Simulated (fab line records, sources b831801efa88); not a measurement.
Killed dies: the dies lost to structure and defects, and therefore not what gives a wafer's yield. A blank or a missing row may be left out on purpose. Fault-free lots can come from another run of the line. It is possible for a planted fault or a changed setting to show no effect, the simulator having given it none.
Which tool is to blame? | flow sky130 | 14 lots with 42 wafers sampled at 3 steps, on a route of 708 steps

## WHAT THE GAUGES SHOWED, per wafer
SKY_VIA2_BOW_MEAS_03.
lot  | measured     | on            | VIA2_BOW (um)
L942 | day 35 10:41 | film_metro-03 | 93 87 80
L944 | day 36 05:40 | film_metro-02 | 91 83 93
L945 | day 36 12:42 | film_metro-01 | 87 94 93
L946 | day 37 03:45 | film_metro-02 | 89 97 97
L947 | day 37 16:47 | film_metro-02 | 83 76 86
L950 | day 38 05:02 | film_metro-02 | 91 107 101
L949 | day 38 11:05 | film_metro-02 | 88 91 90
L953 | day 39 02:06 | film_metro-03 | 80 91 88
L952 | day 39 08:22 | film_metro-02 | 87 83 87
L954 | day 39 19:05 | film_metro-01 | 83 85 77
L956 | day 40 04:15 | film_metro-03 | 87 83 74
L964 | day 42 16:02 | film_metro-02 | 97 101 84

## WHICH TOOL RAN EACH LOT (tool, then ch and the chambers of the sampled wafers, then the start)
lot  | SKY_POLY_CUT_EXPOSE_05            | SKY_VIA2_CMP_02
L942 | krf_scanner-02 ch 0, day 23 19:41 | cmp-01 ch 0,2,3, day 35 10:25
L944 | krf_scanner-01 ch 0, day 24 18:26 | cmp-01 ch 0,2, day 36 05:23
L945 | krf_scanner-02 ch 0, day 24 23:24 | cmp-02 ch 0,1, day 36 12:24
L946 | krf_scanner-02 ch 0, day 25 14:26 | cmp-02 ch 1,2,3, day 37 03:33
L947 | krf_scanner-02 ch 0, day 26 04:53 | cmp-01 ch 0,1,2, day 37 16:35
L950 | krf_scanner-01 ch 0, day 26 21:55 | cmp-01 ch 0,2,3, day 38 04:50
L949 | krf_scanner-01 ch 0, day 27 04:20 | cmp-02 ch 1,3, day 38 10:49
L953 | krf_scanner-02 ch 0, day 27 22:54 | cmp-02 ch 1,2, day 39 01:48
L952 | krf_scanner-02 ch 0, day 28 03:34 | cmp-01 ch 2,3, day 39 08:04
L954 | krf_scanner-02 ch 0, day 28 16:04 | cmp-02 ch 0,1,2, day 39 18:53
L956 | krf_scanner-02 ch 0, day 29 02:43 | cmp-02 ch 0,1,3, day 40 03:56
L960 | krf_scanner-02, day 30 10:22      | -
L961 | krf_scanner-02, day 30 13:37      | -
L964 | krf_scanner-02 ch 0, day 32 00:13 | cmp-01 ch 1,2, day 42 15:41
- SKY_POLY_CUT_EXPOSE_05: exposes mask NPCM, target cd 270 nm.
- SKY_VIA2_CMP_02: polishes SiO2.

## AS READ BY THE TOOLS THEMSELVES (means over the sampled wafers that have a number; for cases with no such wafer, the mark the record gives instead)
SKY_POLY_CUT_EXPOSE_05.
lot  | tool           | exposure_dose_mJ_cm2 | focus_offset_nm (nm) | reticle_temp_C (C)
L942 | krf_scanner-02 | 31.99                | 0.3                  | 23.12
L944 | krf_scanner-01 | 31.93                | -0.0                 | 22.83
L945 | krf_scanner-02 | 31.98                | -0.0                 | 22.90
L946 | krf_scanner-02 | 31.96                | 0.3                  | 23.09
L947 | krf_scanner-02 | 31.98                | 0.2                  | 23.07
L950 | krf_scanner-01 | 31.94                | 0.5                  | 23.07
L949 | krf_scanner-01 | 31.96                | 0.1                  | 22.88
L953 | krf_scanner-02 | 31.99                | 0.0                  | 23.04
L952 | krf_scanner-02 | 31.99                | 0.3                  | 23.11
L954 | krf_scanner-02 | 31.93                | -0.6                 | 23.12
L956 | krf_scanner-02 | 31.93                | -0.2                 | 22.76
L960 | krf_scanner-02 | -                    | -                    | -
L961 | krf_scanner-02 | -                    | -                    | -
L964 | krf_scanner-02 | 31.98                | -0.3                 | 23.06

SKY_VIA2_CMP_02.
lot  | tool   | motor_current_A (A)
L942 | cmp-01 | 11.9
L944 | cmp-01 | 12.3
L945 | cmp-02 | 12.6
L946 | cmp-02 | 10.6
L947 | cmp-01 | 11.4
L950 | cmp-01 | 11.9
L949 | cmp-02 | 10.6
L953 | cmp-02 | 11.0
L952 | cmp-01 | 12.9
L954 | cmp-02 | 11.6
L956 | cmp-02 | 11.5
L964 | cmp-01 | 12.7

## THE ANSWER, worked out from the rows above alone
Rule: the usual values come from the lots themselves. The widest of any qualifying gaps counts: lots, ordered by their means at a reading, are off when they make up no more than a third of the lots, leave a main group of 4 or more, and stand apart from it by 3 or more times the standard deviation of that group's means. If all means in a main group match to the digits the tables above print for the reading, that group is not used. Also off: a lot with no number at a reading for which 4 or more lots have one. Any other lot the step has rows for is counted as sound. Order of review: gauges by route order, followed by the tools' own readings, for which a lot's mean as printed above is used. The first step at which some lot is off is used, and at that step the reading that is off furthest; a lot without a number counts as furthest.
Off, at SKY_POLY_CUT_EXPOSE_05 on exposure_dose_mJ_cm2: L960, L961. Without a number there: L960, L961. The main group has a mean of 31.96 with a standard deviation of 0.024.
If a tool, at that step or one of the process steps before it, ran each lot that is off and ran no sound lot following the first of them, it fits. Of those tried, none fits.

## WHAT THE SIMULATOR HAD PUT IN
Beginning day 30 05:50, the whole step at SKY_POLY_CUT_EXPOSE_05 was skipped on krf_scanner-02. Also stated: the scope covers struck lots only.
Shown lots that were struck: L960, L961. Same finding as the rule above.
